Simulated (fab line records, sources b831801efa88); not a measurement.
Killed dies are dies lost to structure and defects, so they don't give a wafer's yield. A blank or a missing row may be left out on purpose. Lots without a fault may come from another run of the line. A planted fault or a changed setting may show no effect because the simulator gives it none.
A struck lot beside a sound one | flow gf180mcu | 24 steps out of a route of 602
Sound: wafers L952.3, L952.4, L952.6. Struck: wafer L962.4. (L962.5, L962.6 of the same lot were not struck and are left out.) The cause comes at the end.
At each step with rows: each side's tool, then ch and its chambers, then its first start. Under that, the readings that differ: sound wafers | struck wafers | difference of the means | sigmas: that difference in standard deviations of wafers without a fault.
alike: readings whose means differ by less than 2 such deviations, and words and numbers that are the same on both sides. not compared: withheld readings, readings that some wafer has no value for, bounds like >300 that may hide the same value, and numbers for which the record gives no deviation and whose values overlap.
The two part at a step that has a row with sigmas, a row that says differs or no value, or rows on one side only. Numbers that don't overlap but have no deviation are shown without sigmas and don't part them. A reading that every wafer of one side lacks parts them only if that side has two wafers or more.

GF_SALICIDE_RTA_06: time 30 s.
  sound on rtp_anneal-02 ch 0, day 16 02:58; struck on rtp_anneal-02 ch 0, day 19 10:05
  alike: lamp_power_pct, wafer_temp_C_max
then, 1 step without rows for these wafers: GF_SALICIDE_WET_ETCH_07 (etches the open film in SPM, target depth 120 nm).
GF_SALICIDE_RTA_08: time 30 s.
  sound on rtp_anneal-01 ch 0, day 16 03:10; struck on rtp_anneal-02 ch 0, day 19 10:17
  alike: lamp_power_pct, wafer_temp_C_max
then, 1 step without rows for these wafers: GF_CONTACT_CVD_00 (deposits SiO2, target thk 300 nm, time 50 s).
GF_CONTACT_THK_MEAS_01:
  sound on film_metro-01, day 16 03:18; struck on film_metro-03, day 19 10:25
  alike: CONTACT_CVD_00_THK
GF_CONTACT_CVD_02: deposits SiO2 from TEOS, target thk 860 nm, time 95.992 s.
  sound on pecvd-01 ch 0,1, day 16 03:20; struck on pecvd-04 ch 2, day 19 10:28
  reading            | sound       | struck | difference | sigmas
  heater_power_w (W) | 697 768 567 | 457    | -220       | -2
GF_CONTACT_THK_MEAS_03:
  sound on film_metro-01, day 16 03:26; struck on film_metro-03, day 19 10:32
  alike: CONTACT_CVD_02_THK
GF_CONTACT_CMP_04: polishes SiO2.
  sound on cmp-01 ch 0,2,3, day 16 03:30; struck on cmp-01 ch 3, day 19 10:43
  alike: head_pressure_psi, motor_current_A, time_to_endpoint_s
GF_CONTACT_BOW_MEAS_05:
  sound on film_metro-01, day 16 03:50; struck on film_metro-03, day 19 10:56
  reading          | sound    | struck | difference | sigmas
  CONTACT_BOW (um) | 57 55 48 | 69     | +16        | +2
then, 3 steps without rows for these wafers: GF_CONTACT_DEHYDRATE_06 (time 60 s); GF_CONTACT_HMDS_07 (prime time 60 s); GF_CONTACT_COAT_08.
GF_CONTACT_COAT_09: resist thk 1000 nm.
  sound on litho_track-02 ch 0, day 16 14:00; struck on litho_track-01 ch 0, day 19 22:00
  reading                                  | sound            | struck | difference | sigmas
  model.KrF_of_CONTACT_COAT_09.thk_nm (nm) | 997.9 996.8 1001 | 1105   | +106       |
then, 3 steps without rows for these wafers: GF_CONTACT_SOFTBAKE_10 (time 60 s); GF_CONTACT_EXPOSE_11 (exposes mask Contact, target cd 220 nm); GF_CONTACT_PEB_12 (peb time 90 s).
GF_CONTACT_DEVELOP_13: develop time 60 s.
  sound on litho_track-01 ch 0, day 17 02:21; struck on litho_track-01 ch 0, day 20 11:07
  reading                                  | sound             | struck | difference | sigmas
  model.KrF_of_CONTACT_COAT_09.thk_nm (nm) | 982.9 981.8 985.9 | 1090   | +106       |
GF_CONTACT_CD_MEAS_14: target cd 220 nm.
  sound on cd_sem-02, day 17 02:29; struck on cd_sem-02, day 20 11:16
  reading    | sound             | struck | difference | sigmas
  cd_nm (nm) | 223.3 222.8 223.9 | 217.1  | -6.2       | -5
GF_CONTACT_OVL_MEAS_15:
  sound on overlay-02, day 17 02:35; struck on overlay-02, day 20 11:20
  alike: CONTACT_OVL
GF_CONTACT_ETCH_16: etches BARC in N2/H2.
  sound on rie_diel-04 ch 1,2,3, day 17 02:37; struck on rie_diel-03 ch 1, day 20 11:21
  reading                  | sound             | struck | difference | sigmas
  oes_product_au (a.u.)    | 0.846 0.856 0.858 | 0.867  | +0.014     | +3
  model.CONTACT.cd_nm (nm) | 223.6 223.2 224.5 | 216.9  | -6.9       |
  alike: drypump_motor_current_A, throttle_valve_pct
GF_CONTACT_ETCH_17: etches SiO2 in C4F8/O2/Ar, stops on CoSi2, target depth 860 nm.
  sound on rie_diel-04 ch 1,2,3; struck on rie_diel-03 ch 1
  reading                  | sound             | struck | difference | sigmas
  model.CONTACT.cd_nm (nm) | 223.5 222.3 224.4 | 217.6  | -5.8       |
  alike: oes_product_au
GF_CONTACT_STRIP_18: strips in O2/N2.
  sound on plasma_asher-01 ch 0,1, day 17 02:48; struck on plasma_asher-02 ch 1, day 20 11:33
  reading               | sound             | struck | difference | sigmas
  oes_product_au (a.u.) | 0.570 0.567 0.581 | 0.617  | +0.044     | +9
  alike: drypump_motor_current_A, heater_power_w
  not compared: rf_hours_counter_h
then, 1 step without rows for these wafers: GF_CONTACT_CLEAN_19 (cleans in SPM).
GF_PASSIVATION_PROBE_99:
  the record has rows for the sound wafers here (prober-01, day 29 22:06) and none for the struck ones

WHERE THEY PART
First at GF_CONTACT_CVD_02; last, within this record, at GF_PASSIVATION_PROBE_99.

WHY: what the simulator had put in
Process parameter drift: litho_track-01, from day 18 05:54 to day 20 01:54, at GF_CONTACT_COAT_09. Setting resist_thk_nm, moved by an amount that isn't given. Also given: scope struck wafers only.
